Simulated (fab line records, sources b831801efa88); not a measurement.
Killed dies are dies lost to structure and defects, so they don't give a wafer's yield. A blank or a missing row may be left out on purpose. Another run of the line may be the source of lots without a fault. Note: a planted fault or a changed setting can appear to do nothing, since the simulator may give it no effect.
fab line records | flow gf180mcu | part 2 of 2: steps 26 to 35 of 35
record lots=5 wafers=15 last-day=32
route steps=602 shown V2@408 M3@409 V3@429
lots that met no fault: from a run of the same line without faults
start-h: hours from the record's first day to the start of the lot's first wafer shown | wait-h: hours from the lot's prior step to this one | " as in the row above | L1.1+2: one row covering several wafers at once | - value missing, or start not given | * or withheld: withheld | < > ~ a bound
route shown NAME@n: a module of which the file shows steps, and the number in the route of the first | usual: mean and standard deviation over wafers with no fault | same: alike in all rows | chamber/n: place in a boat | sites: per-site readings | _std_site: how widely they spread, as a standard deviation | _edge_site: the outer-site mean with the inner-site mean subtracted | radius-mm: how far each site lies from the wafer's centre | mask NAME#n: copy n | behind: the last tool/chamber to shape the wafer | hold: what put the lot on hold/how long, in hours/how the hold closed | device: the transistor (n, p or np) that didn't switch | end of line: the route-end tests of the same wafers | for a step that has no rows: nothing shown but its recipe | killed: the dies lost at the first sort to structure and to defects; this is not the yield of the wafer | map: shows each die of a wafer: x if killed, . if not, _ if none is there
set.NAME: the setting as run; set.NAME@STEP: as run at that earlier step | model.NAME: the simulator's own value behind a step, which no gauge read
lots at some steps of the route; a table a step, a row a wafer
services: the hour from which a tool's chamber was out of use, counted from the record's first day as start-h (under 0 if before that day), plus the number of hours and why
## steps
# step GF_V3_CMP_04
# recipe material=SiO2 down-force-psi=4 platen-rpm=59.16 pad-velocity-m-s=0.94248
# usual edge-zone-pressure-frac=1.000/0.0046 motor-current-A=12.3/1.1 slurry-flow-ml-min=150.0/0.45 time-to-endpoint-s=83/5.2
# columns lot.wafer tool chamber start-h wait-h edge-zone-pressure-frac motor-current-A slurry-flow-ml-min time-to-endpoint-s
L076.4 cmp-01 2 501.76 0.0 1.001 11.7 150.6 88
L076.2 " 3 " " 0.996 13.1 150.4 85
L076.1 " 1 " " 0.999 10.9 149.6 90
L080.1 cmp-01 2 538.85 0.1 0.997 10.8 149.6 80
L080.2 " 3 " " 0.996 11.7 150.4 82
L080.6 " 2 " " 0.999 10.8 149.0 89
L083.4 cmp-02 2 581.24 0.1 0.993 12.5 150.5 90
L083.2 " 3 " " 1.000 14.3 149.5 86
L083.5 " 1 " " 1.005 12.1 150.5 86
L084.2 cmp-02 3 584.06 0.0 0.992 14.0 150.3 88
L084.3 " 1 " " 0.997 11.9 150.6 83
L084.1 " 2 " " 1.007 11.5 149.5 84
L089.2 cmp-02 3 613.24 0.1 0.999 14.7 150.3 81
L089.1 " 1 " " 1.007 12.3 150.0 85
L089.5 " 3 " " 0.995 13.8 150.1 84
# step GF_V3_BOW_MEAS_05
# recipe mode=bow
# usual V3_BOW=117/8.9
# columns lot.wafer tool chamber start-h wait-h V3_BOW[um]
L076.1 film-metro-03 - 502.06 0.1 124
L076.2 " - " " 109
L076.4 " - " " 98
L080.1 film-metro-03 - 539.10 0.2 134
L080.2 " - " " 125
L080.6 " - " " 125
L083.2 film-metro-03 - 581.51 0.2 115
L083.4 " - " " 130
L083.5 " - " " 120
L084.1 film-metro-02 - 584.36 0.1 130
L084.2 " - " " 122
L084.3 " - " " 124
L089.1 film-metro-02 - 613.49 0.1 113
L089.2 " - " " 112
L089.5 " - " " 112
# step GF_V3_DEHYDRATE_06
# recipe temp-c=200 time-s=60
# usual resist-line-temp-C=23.01/0.11
# columns lot.wafer tool chamber start-h wait-h resist-line-temp-C
L076.1 litho-track-03 0 513.02 10.9 22.76
L076.2 " 0 " " 22.80
L076.4 " 0 " " 22.88
L080.1 litho-track-01 0 550.22 11.1 22.96
L080.2 " 0 " " 23.11
L080.6 " 0 " " 23.11
L083.2 litho-track-03 0 591.94 10.4 23.25
L083.4 " 0 " " 23.17
L083.5 " 0 " " 23.05
L084.1 litho-track-03 0 594.62 10.2 23.00
L084.2 " 0 " " 22.80
L084.3 " 0 " " 23.07
L089.1 litho-track-01 0 623.12 9.6 23.09
L089.2 " 0 " " 23.06
L089.5 " 0 " " 23.01
# step GF_V3_HMDS_07
# recipe prime-time-s=60 prime-temp-c=120
# usual resist-line-temp-C=22.97/0.1
# same prime-time-s=60
# columns lot.wafer tool chamber start-h wait-h resist-line-temp-C
L076.1 litho-track-03 0 513.17 0.1 23.18
L076.2 " 0 " " 22.89
L076.4 " 0 " " 22.82
L080.1 litho-track-01 0 550.37 0.1 22.91
L080.2 " 0 " " 23.10
L080.6 " 0 " " 22.96
L083.2 litho-track-03 0 592.09 0.1 22.89
L083.4 " 0 " " 23.00
L083.5 " 0 " " 23.00
L084.1 litho-track-03 0 594.77 0.1 22.95
L084.2 " 0 " " 23.04
L084.3 " 0 " " 22.93
L089.1 litho-track-01 0 623.27 0.1 23.08
L089.2 " 0 " " 22.95
L089.5 " 0 " " 23.06
# step GF_V3_COAT_08
# recipe resist=BARC temp-c=withheld time-s=withheld spin-rpm=withheld resist-thk-nm=withheld
# usual resist-line-temp-C=*
# columns lot.wafer tool chamber start-h wait-h resist-line-temp-C
L076.1 litho-track-03 0 513.32 0.1 *
L076.2 " 0 " " *
L076.4 " 0 " " *
L080.1 litho-track-01 0 550.52 0.1 *
L080.2 " 0 " " *
L080.6 " 0 " " *
L083.2 litho-track-03 0 592.24 0.1 *
L083.4 " 0 " " *
L083.5 " 0 " " *
L084.1 litho-track-03 0 594.92 0.1 *
L084.2 " 0 " " *
L084.3 " 0 " " *
L089.1 litho-track-01 0 623.42 0.1 *
L089.2 " 0 " " *
L089.5 " 0 " " *
# step GF_V3_COAT_09
# recipe resist=KrF spin-rpm=withheld resist-thk-nm=1000
# usual resist-line-temp-C=23.01/0.12
# columns lot.wafer tool chamber start-h wait-h resist-line-temp-C
L076.1 litho-track-03 0 - - 23.01
L076.2 " 0 " " 22.95
L076.4 " 0 " " 23.01
L080.1 litho-track-01 0 - - 23.11
L080.2 " 0 " " 23.12
L080.6 " 0 " " 23.15
L083.2 litho-track-03 0 - - 22.80
L083.4 " 0 " " 22.90
L083.5 " 0 " " 22.93
L084.1 litho-track-03 0 - - 22.97
L084.2 " 0 " " 22.93
L084.3 " 0 " " 23.08
L089.1 litho-track-01 0 - - 23.05
L089.2 " 0 " " 22.93
L089.5 " 0 " " 23.15
# step GF_V3_SOFTBAKE_10
# recipe temp-c=130 time-s=60 resist=KrF
# usual resist-line-temp-C=23.01/0.1
# columns lot.wafer tool chamber start-h wait-h resist-line-temp-C
L076.1 litho-track-03 0 - - 22.95
L076.2 " 0 " " 22.88
L076.4 " 0 " " 22.98
L080.1 litho-track-01 0 - - 22.86
L080.2 " 0 " " 22.88
L080.6 " 0 " " 22.92
L083.2 litho-track-03 0 - - 23.09
L083.4 " 0 " " 23.17
L083.5 " 0 " " 23.09
L084.1 litho-track-03 0 - - 23.12
L084.2 " 0 " " 23.03
L084.3 " 0 " " 23.18
L089.1 litho-track-01 0 - - 22.94
L089.2 " 0 " " 23.06
L089.5 " 0 " " 22.92
# step GF_V3_EXPOSE_11
# recipe mask-id=Via3 target-cd-nm=260 na=0.68 source-shape=conventional sigma-outer=0.6 dose-mj=38
# columns lot.wafer tool chamber start-h wait-h mask
L076.1+2+4 krf-scanner-01 0 - - Via3#0
L080.1+2+6 krf-scanner-01 0 - - Via3#0
L083.2+4+5 krf-scanner-02 0 - - Via3#0
L084.1+2+3 krf-scanner-02 0 - - Via3#0
L089.1+2+5 krf-scanner-02 0 - - Via3#0
# step GF_V3_PEB_12
# recipe peb-temp-c=135 peb-time-s=90 resist=KrF
# usual resist-line-temp-C=22.98/0.13
# columns lot.wafer tool chamber start-h wait-h resist-line-temp-C
L076.1 litho-track-03 0 - - 23.10
L076.2 " 0 " " 22.89
L076.4 " 0 " " 23.04
L080.1 litho-track-04 0 - - 23.11
L080.2 " 0 " " 22.92
L080.6 " 0 " " 22.94
L083.2 litho-track-03 0 - - 22.89
L083.4 " 0 " " 22.91
L083.5 " 0 " " 22.63
L084.1 litho-track-03 0 - - 23.22
L084.2 " 0 " " 22.99
L084.3 " 0 " " 22.95
L089.1 litho-track-03 0 - - 23.22
L089.2 " 0 " " 22.88
L089.5 " 0 " " 23.11
# step GF_V3_DEVELOP_13
# recipe develop-time-s=60 resist=KrF dev-temp-c=21
# usual resist-line-temp-C=23.02/0.11
# columns lot.wafer tool chamber start-h wait-h resist-line-temp-C
L076.1 litho-track-03 0 524.87 0.2 23.10
L076.2 " 0 " " 23.08
L076.4 " 0 " " 22.98
L080.1 litho-track-04 0 561.30 0.2 23.04
L080.2 " 0 " " 23.07
L080.6 " 0 " " 23.11
L083.2 litho-track-03 0 602.84 0.2 23.09
L083.4 " 0 " " 22.96
L083.5 " 0 " " 23.00
L084.1 litho-track-03 0 605.62 0.2 23.08
L084.2 " 0 " " 23.10
L084.3 " 0 " " 23.10
L089.1 litho-track-03 0 634.32 0.2 22.89
L089.2 " 0 " " 22.94
L089.5 " 0 " " 23.10
## services
# columns tool chamber start-h hours kind
pvd-sputter-04 - 459.30 3.5 repair
krf-scanner-02 - 485.76 0.2 repair
krf-scanner-01 - 502.23 0.6 repair
wet-bench-03 - 504.39 3.5 repair
krf-scanner-02 - 525.42 53.2 repair
hdpcvd-02 - 539.25 15.0 pm
hdpcvd-02 - 544.44 2.0 repair
cmp-01 - 550.22 15.7 pm
cmp-01 - 565.93 4.1 pm
cmp-01 - 572.00 4.0 pm
krf-scanner-02 - 578.58 1.0 pm
krf-scanner-02 - 579.58 11.6 pm
pvd-sputter-02 - 581.45 1.3 repair
cmp-01 - 585.55 32.8 repair
cmp-02 - 588.57 2.1 repair
krf-scanner-01 - 591.24 4.0 pm
krf-scanner-01 - 595.26 1.3 pm
krf-scanner-01 - 596.56 1.0 pm
krf-scanner-02 - 608.78 1.3 pm
krf-scanner-01 - 614.37 0.8 pm
krf-scanner-02 - 615.12 0.8 pm
krf-scanner-02 - 616.43 4.4 repair
cmp-01 - 618.35 7.0 pm
cmp-02 - 625.36 3.4 pm
